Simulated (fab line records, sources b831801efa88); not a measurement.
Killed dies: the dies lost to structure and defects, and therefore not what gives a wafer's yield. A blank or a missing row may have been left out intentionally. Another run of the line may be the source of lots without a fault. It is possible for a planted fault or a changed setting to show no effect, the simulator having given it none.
Chamber matching || flow gf180mcu || GF_V5_CMP_04 on cmp-02 has 4 sister chambers
The step polishes SiO2. 4 wafers are shown with their chamber, then 7 later ones without.

EACH WAFER AND ITS CHAMBER
{"wafer": "L079.4", "chamber": 0, "motor-current-A (A)": 13.3}
{"wafer": "L079.6", "chamber": 1, "motor-current-A (A)": 13.4}
{"wafer": "L082.2", "chamber": 3, "motor-current-A (A)": 11.8}
{"wafer": "L082.4", "chamber": 2, "motor-current-A (A)": 12.0}

WAFERS WITH NO CHAMBER GIVEN
{"wafer": "L082.5", "motor-current-A (A)": 12.7}
{"wafer": "L091.3", "motor-current-A (A)": 12.1}
{"wafer": "L091.4", "motor-current-A (A)": 13.6}
{"wafer": "L091.5", "motor-current-A (A)": 12.0}
{"wafer": "L097.1", "motor-current-A (A)": 12.5}
{"wafer": "L097.2", "motor-current-A (A)": 12.0}
{"wafer": "L097.4", "motor-current-A (A)": 13.6}

WHICH CHAMBER EACH ONE RAN IN
{"wafer": "L082.5", "from the rows above": "can't be placed: 0 or 2 or 1 or 3", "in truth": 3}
{"wafer": "L091.3", "from the rows above": "can't be placed: 2 or 3", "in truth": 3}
{"wafer": "L091.4", "from the rows above": "can't be placed: 1 or 0", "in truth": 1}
{"wafer": "L091.5", "from the rows above": "can't be placed: 2 or 3", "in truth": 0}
{"wafer": "L097.1", "from the rows above": "can't be placed: 2 or 3 or 0 or 1", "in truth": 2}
{"wafer": "L097.2", "from the rows above": "can't be placed: 2 or 3", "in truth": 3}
{"wafer": "L097.4", "from the rows above": "can't be placed: 1 or 0", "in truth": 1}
Placed correctly: 0 of 7. Unplaceable from these rows: 7, with the true chamber sitting among the candidates in 6. 0 placed wrongly.
How it was worked out, from the rows above alone: a wafer's distance from a chamber is the root of the sum, over the readings, of the square of ((its reading less the chamber's mean) divided by the reading's scatter). If the next closest chamber is less than 2 further off than the closest, the wafer can't be placed; otherwise it belongs to the closest. The mean given for a chamber averages the wafers shown for that chamber. The scatter (one wafer shown for each chamber): square how far every hidden wafer sits from the nearest shown wafer, average those squares and take the square root.
